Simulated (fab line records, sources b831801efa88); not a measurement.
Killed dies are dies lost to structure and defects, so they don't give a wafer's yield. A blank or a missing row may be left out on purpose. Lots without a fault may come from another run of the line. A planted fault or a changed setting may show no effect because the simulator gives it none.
Which tool did it? | flow gf180mcu | 13 lots, 39 wafers sampled, at 6 steps of a route of 602

WHAT THE GAUGES READ, wafer by wafer
GF_STI_BOW_MEAS_00.
lot  | measured    | on            | INCOMING_BOW (um)
L848 | day 1 10:00 | film_metro-03 | 5 4 -11
L849 | day 1 15:00 | film_metro-02 | 9 -15 -16
L850 | day 1 20:00 | film_metro-01 | -13 -1 2
L851 | day 2 01:01 | film_metro-02 | -1 -6 -4
L853 | day 2 11:01 | film_metro-02 | -1 -1 7
L861 | day 4 03:02 | film_metro-01 | -17 15 -15
L863 | day 4 13:00 | film_metro-03 | 2 4 8
L864 | day 4 18:00 | film_metro-02 | 8 -8 -7
L865 | day 4 23:01 | film_metro-03 | -5 1 -8
L867 | day 5 09:01 | film_metro-02 | 2 -11 2
L869 | day 5 19:00 | film_metro-01 | 0 -2 4
L870 | day 6 00:01 | film_metro-01 | -7 1 -7
L871 | day 6 05:00 | film_metro-01 | -5 -1 -5

GF_NWELL_OVL_MEAS_07.
lot  | measured    | on         | NWELL_OVL (nm)
L848 | day 3 08:06 | overlay-01 | -1.1 -3.4 -1.4
L849 | day 3 12:38 | overlay-01 | -0.1 -1.9 0.1
L850 | day 3 17:35 | overlay-01 | 2.3 1.5 -0.6
L851 | day 3 23:30 | overlay-01 | 1.5 0.9 1.4
L853 | day 4 11:42 | overlay-01 | -1.5 -2.4 0.4
L861 | day 6 05:42 | overlay-02 | -3.6 -0.6 -1.0
L863 | day 6 17:26 | overlay-02 | -2.2 1.3 -0.9
L864 | day 6 22:53 | overlay-01 | -0.1 -0.7 1.1
L865 | day 7 04:00 | overlay-02 | 1.3 1.0 -1.6
L867 | day 7 15:30 | overlay-01 | 1.3 2.5 0.4
L869 | day 8 07:20 | overlay-01 | 0.7 1.5 -0.6
L870 | day 8 09:33 | overlay-02 | 2.5 0.7 0.3
L871 | day 8 15:08 | overlay-02 | 0.6 1.7 0.5

GF_MVSD_TW_MEAS_11.
lot  | measured     | on            | MVSD_TW
L848 | day 4 09:59  | film_metro-03 | 1596 1592 1596
L849 | day 4 16:32  | film_metro-03 | 1584 1586 1594
L850 | day 4 22:20  | film_metro-03 | 1589 1585 1585
L851 | day 5 04:44  | film_metro-03 | 1580 1579 1571
L853 | day 5 17:05  | film_metro-04 | 1567 1574 1561
L861 | day 7 13:06  | film_metro-03 | 30 30 30
L863 | day 8 02:23  | film_metro-03 | 1581 1587 1577
L864 | day 8 07:50  | film_metro-04 | 1571 1573 1571
L865 | day 8 12:26  | film_metro-03 | 1584 1588 1588
L867 | day 9 01:27  | film_metro-02 | 1579 1570 1578
L869 | day 9 18:02  | film_metro-04 | 1561 1560 1563
L870 | day 9 19:44  | film_metro-04 | 1563 1563 1571
L871 | day 10 02:17 | film_metro-02 | 1579 1570 1568

GF_VT_IMPLANT_TW_MEAS_10.
lot  | measured     | on            | VT_IMPLANT_TW
L848 | day 5 14:17  | film_metro-01 | 565 564 566
L849 | day 5 20:50  | film_metro-01 | 566 563 564
L850 | day 6 03:50  | film_metro-01 | 562 564 562
L851 | day 6 10:44  | film_metro-01 | 564 565 566
L853 | day 6 23:20  | film_metro-04 | 560 560 559
L861 | day 8 22:39  | film_metro-01 | 560 555 557
L863 | day 9 11:59  | film_metro-04 | 558 562 560
L864 | day 9 17:32  | film_metro-03 | 569 566 567
L865 | day 9 22:26  | film_metro-03 | 565 569 570
L867 | day 10 11:35 | film_metro-01 | 555 561 556
L869 | day 11 06:29 | film_metro-01 | 560 563 561
L870 | day 11 07:44 | film_metro-01 | 564 563 564
L871 | day 11 14:38 | film_metro-01 | 562 563 563

WHICH TOOL RAN EACH LOT (tool, then ch and the chambers of the sampled wafers, then the start)
lot  | GF_LVPWELL_STRIP_10                 | GF_MVSD_STRIP_10
L848 | plasma_asher-03 ch 0,1, day 3 19:56 | plasma_asher-02 ch 0,1, day 4 09:53
L849 | plasma_asher-02 ch 0,1, day 4 02:26 | plasma_asher-04 ch 0,1, day 4 16:26
L850 | plasma_asher-03 ch 0,1, day 4 07:50 | plasma_asher-03 ch 0,1, day 4 22:14
L851 | plasma_asher-01 ch 0,1, day 4 14:17 | plasma_asher-02 ch 0,1, day 5 04:38
L853 | plasma_asher-02 ch 1, day 5 02:29   | plasma_asher-02 ch 0,1, day 5 16:59
L861 | plasma_asher-02 ch 0,1, day 6 21:25 | plasma_asher-03 ch 0,1, day 7 13:01
L863 | plasma_asher-01 ch 0, day 7 09:26   | plasma_asher-02 ch 0,1, day 8 02:17
L864 | plasma_asher-01 ch 0,1, day 7 15:14 | plasma_asher-03 ch 0,1, day 8 07:44
L865 | plasma_asher-03 ch 0,1, day 7 19:41 | plasma_asher-03 ch 0,1, day 8 12:20
L867 | plasma_asher-01 ch 0,1, day 8 08:17 | plasma_asher-04 ch 0,1, day 9 01:20
L869 | plasma_asher-02 ch 0,1, day 9 00:14 | plasma_asher-03 ch 0,1, day 9 17:56
L870 | plasma_asher-02 ch 0,1, day 9 02:53 | plasma_asher-03 ch 0,1, day 9 19:38
L871 | plasma_asher-01 ch 0,1, day 9 08:44 | plasma_asher-04 ch 0,1, day 10 02:11
- GF_LVPWELL_STRIP_10: strips in O2/N2.
- GF_MVSD_STRIP_10: strips in O2/N2.

WHAT THE TOOLS THEMSELVES READ (means of the sampled wafers that have a number; where no wafer has one, the mark that the record gives instead)
GF_LVPWELL_STRIP_10.
lot  | tool            | drypump_motor_current_A (A) | heater_power_w (W) | n2_flow_sccm (sccm) | oes_product_au (a.u.) | strip_time_to_endpoint_s (s)
L848 | plasma_asher-03 | 6.05                        | 324                | 299.9               | 0.723                 | 37.01
L849 | plasma_asher-02 | 6.26                        | 343                | 301.4               | 0.724                 | 36.99
L850 | plasma_asher-03 | 6.04                        | 320                | 300.0               | 0.723                 | 36.97
L851 | plasma_asher-01 | 6.53                        | 359                | 299.9               | 0.721                 | 36.98
L853 | plasma_asher-02 | 6.66                        | 376                | 300.8               | 0.722                 | 37.08
L861 | plasma_asher-02 | 6.26                        | 337                | 300.0               | 0.949                 | -
L863 | plasma_asher-01 | 6.55                        | 351                | 300.0               | 0.725                 | 37.18
L864 | plasma_asher-01 | 6.55                        | 360                | 299.8               | 0.717                 | 37.11
L865 | plasma_asher-03 | 6.14                        | 321                | 299.9               | 0.721                 | 37.06
L867 | plasma_asher-01 | 6.54                        | 357                | 300.0               | 0.725                 | 36.93
L869 | plasma_asher-02 | 6.26                        | 336                | 299.5               | 0.726                 | 36.87
L870 | plasma_asher-02 | 6.26                        | 340                | 299.9               | 0.724                 | 36.96
L871 | plasma_asher-01 | 6.56                        | 360                | 300.7               | 0.725                 | 36.98

GF_MVSD_STRIP_10.
lot  | tool            | drypump_motor_current_A (A) | heater_power_w (W) | n2_flow_sccm (sccm) | oes_product_au (a.u.) | strip_time_to_endpoint_s (s)
L848 | plasma_asher-02 | 6.25                        | 339                | 299.3               | 0.722                 | 37.00
L849 | plasma_asher-04 | 6.30                        | 379                | 298.7               | 0.724                 | 37.04
L850 | plasma_asher-03 | 6.14                        | 310                | 300.2               | 0.728                 | 36.87
L851 | plasma_asher-02 | 6.45                        | 353                | 299.4               | 0.727                 | 37.11
L853 | plasma_asher-02 | 6.45                        | 353                | 299.6               | 0.724                 | 37.04
L861 | plasma_asher-03 | 6.04                        | 344                | 299.8               | 0.727                 | 55.75
L863 | plasma_asher-02 | 6.46                        | 358                | 300.6               | 0.722                 | 36.93
L864 | plasma_asher-03 | 6.15                        | 320                | 300.6               | 0.722                 | 36.99
L865 | plasma_asher-03 | 6.02                        | 342                | 300.9               | 0.717                 | 36.85
L867 | plasma_asher-04 | 6.28                        | 370                | 299.9               | 0.722                 | 36.97
L869 | plasma_asher-03 | 6.13                        | 323                | 299.1               | 0.726                 | 36.90
L870 | plasma_asher-03 | 6.03                        | 341                | 299.6               | 0.721                 | 36.77
L871 | plasma_asher-04 | 6.28                        | 372                | 301.4               | 0.720                 | 37.01

THE ANSWER, worked out from the rows above alone
Rule: what is usual is taken from the lots themselves. Put in order of their means at a reading, lots are off if they are a third of the lots or fewer, leave a main group of 4 or more, and stand apart from it by a gap of 3 or more times the standard deviation of the main group's means; of several such gaps the widest counts. A main group whose means are all the same, to the digits that the tables above print for the reading, isn't used. A lot without any number at a reading at which 4 lots or more have one is off too. The other lots that the step has rows for count as sound. The gauges are gone through in route order, then the tools' own readings, and for those a lot's mean is taken as printed above. The first step at which some lot is off is used, and at that step the reading that is off furthest; a lot without a number counts as furthest.
Off: L861, at GF_MVSD_TW_MEAS_11 (MVSD_TW). The main group: mean 1577, standard deviation 9.8.
A tool fits if, at a process step before that reading, it ran every lot that is off, and no sound lot after the first of them. The gauges at GF_MVSD_TW_MEAS_11 aren't tried: what is off there is off at GF_LVPWELL_STRIP_10 too, on other tools, and a gauge's error can't cause that. None of those tried fits.

WHAT THE SIMULATOR HAD PUT IN
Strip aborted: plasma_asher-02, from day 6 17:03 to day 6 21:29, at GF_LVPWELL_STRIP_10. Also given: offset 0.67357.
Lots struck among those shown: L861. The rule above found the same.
